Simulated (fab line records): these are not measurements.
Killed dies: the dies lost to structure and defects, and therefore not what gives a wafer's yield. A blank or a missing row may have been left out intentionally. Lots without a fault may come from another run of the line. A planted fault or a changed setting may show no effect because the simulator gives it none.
Struck lot and sound lot, side by side | flow gf180mcu | 27 out of 602 route steps
Sound: the wafers L897.2, L897.3, L897.5. Wafers L910.1, L910.5, L910.6 were the ones struck. The cause is named last.
Per side, at each step with rows, come the tool, then ch with its chambers, and then its first start. Under that, the readings that differ: sound wafers | struck wafers | difference of the means | sigmas: that difference in standard deviations of wafers without a fault.
alike: a reading whose means differ by less than 2 such deviations, as well as words and numbers matching on both sides. not compared: withheld readings; readings where some wafer has no value; bounds like >300 that might hide an equal value; numbers whose values overlap and for which the record gives no deviation.
The two part at a step that has a row with sigmas, a row that says differs or no value, or rows on one side only. Numbers that have no deviation but don't overlap get no sigmas and don't part them. A reading missing from all wafers of one side parts the sides only when that side holds two or more wafers.

first, 1 step without rows for these wafers: GF_VT_IMPLANT_IMPLANT_19.
GF_VT_IMPLANT_STRIP_20: strips in O2/N2.
  sound on plasma-asher-03 ch 0,1, day 7 14:13; struck on plasma-asher-03 ch 0,1, day 10 22:41
  reading                      | sound             | struck            | difference | sigmas
  strip-time-to-endpoint-s (s) | 12.72 12.67 12.69 | 12.60 12.64 12.62 | -0.07      | -2
  alike: chamber-pressure-mTorr, drypump-motor-current-A, heater-power-w, o2-flow-sccm, oes-product-au
  not compared: rf-hours-counter-h
GF_VT_IMPLANT_TW_MEAS_21:
  sound on film-metro-04, day 7 14:19; struck on film-metro-02, day 10 22:47
  reading         | sound          | struck         | difference | sigmas
  VT_IMPLANT_2_TW | 1185 1178 1183 | 1225 1227 1230 | +45        | +2
then, 7 steps without rows for these wafers: GF_VT_IMPLANT_DEHYDRATE_22 (time 60 s); GF_VT_IMPLANT_HMDS_23 (prime time 60 s); GF_VT_IMPLANT_COAT_24 (resist thk 1000 nm); GF_VT_IMPLANT_SOFTBAKE_25 (time 60 s); GF_VT_IMPLANT_EXPOSE_26 (exposes mask LVPWELL HV AREA, target cd 860 nm); GF_VT_IMPLANT_PEB_27; GF_VT_IMPLANT_DEVELOP_28 (develop time 60 s).
GF_VT_IMPLANT_OVL_MEAS_29:
  sound on overlay-01, day 8 06:23; struck on overlay-01, day 11 17:34
  alike: VT_IMPLANT_02_OVL
then, 1 step without rows for these wafers: GF_VT_IMPLANT_IMPLANT_30.
GF_VT_IMPLANT_STRIP_31: strips in O2/N2.
  sound on plasma-asher-01 ch 0, day 8 06:34; struck on plasma-asher-03 ch 0,1, day 11 17:46
  no value came back on the struck wafers for any of 7 readings (chamber-pressure-mTorr (mTorr), drypump-motor-current-A (A) and others); on the sound wafers chamber-pressure-mTorr (mTorr) reads 1502 1501 1500
  reading                                         | sound | struck         | difference | sigmas
  model.NOVOLAK_of_VT_IMPLANT_COAT_24.thk-nm (nm) | 0 0 0 | 1006 1005 1003 | +1005      |
  not compared: rf-hours-counter-h
GF_VT_IMPLANT_TW_MEAS_32:
  sound on film-metro-04, day 8 06:40; struck on film-metro-02, day 11 17:52
  reading         | sound       | struck      | difference | sigmas
  VT_IMPLANT_3_TW | 264 263 262 | 272 272 273 | +9         | +2
then, 7 steps without rows for these wafers: GF_VT_IMPLANT_DEHYDRATE_33 (time 60 s); GF_VT_IMPLANT_HMDS_34 (prime time 60 s); GF_VT_IMPLANT_COAT_35 (resist thk 1000 nm); GF_VT_IMPLANT_SOFTBAKE_36 (time 60 s); GF_VT_IMPLANT_EXPOSE_37 (exposes mask Nwell HV AREA, target cd 860 nm); GF_VT_IMPLANT_PEB_38; GF_VT_IMPLANT_DEVELOP_39 (develop time 60 s).
GF_VT_IMPLANT_OVL_MEAS_40:
  sound on overlay-02, day 8 23:22; struck on overlay-02, day 12 12:37
  alike: VT_IMPLANT_03_OVL
then, 1 step without rows for these wafers: GF_VT_IMPLANT_IMPLANT_41.
GF_VT_IMPLANT_STRIP_42: strips in O2/N2.
  sound on plasma-asher-03 ch 0, day 8 23:32; struck on plasma-asher-04 ch 0,1, day 12 12:49
  reading                      | sound             | struck            | difference | sigmas
  strip-time-to-endpoint-s (s) | 12.65 12.66 12.67 | 27.77 27.72 27.71 | +15.07     | +99 or more
  alike: chamber-pressure-mTorr, drypump-motor-current-A, heater-power-w, o2-flow-sccm, oes-product-au
  not compared: rf-hours-counter-h
GF_VT_IMPLANT_TW_MEAS_43:
  sound on film-metro-02, day 8 23:39; struck on film-metro-02, day 12 12:55
  reading         | sound       | struck   | difference | sigmas
  VT_IMPLANT_4_TW | 697 698 701 | 30 30 30 | -669       | -61
then, 1 step without rows for these wafers: GF_VT_IMPLANT_CLEAN_44 (cleans in SC1/SC2, time 150 s).
-- record jumps: 21 days separate the struck wafers' starts on either side; left off in module VT_IMPLANT, taken up again in module PASSIVATION, whose first shown step is the route's number 602 --
GF_PASSIVATION_PROBE_99:
  only the struck wafers here have rows in the record (prober-02, day 33 19:58); the sound ones have none

WHERE THEY PART
Earliest at GF_VT_IMPLANT_STRIP_20; latest, in this record, at GF_PASSIVATION_PROBE_99.

WHY: what the simulator had put in
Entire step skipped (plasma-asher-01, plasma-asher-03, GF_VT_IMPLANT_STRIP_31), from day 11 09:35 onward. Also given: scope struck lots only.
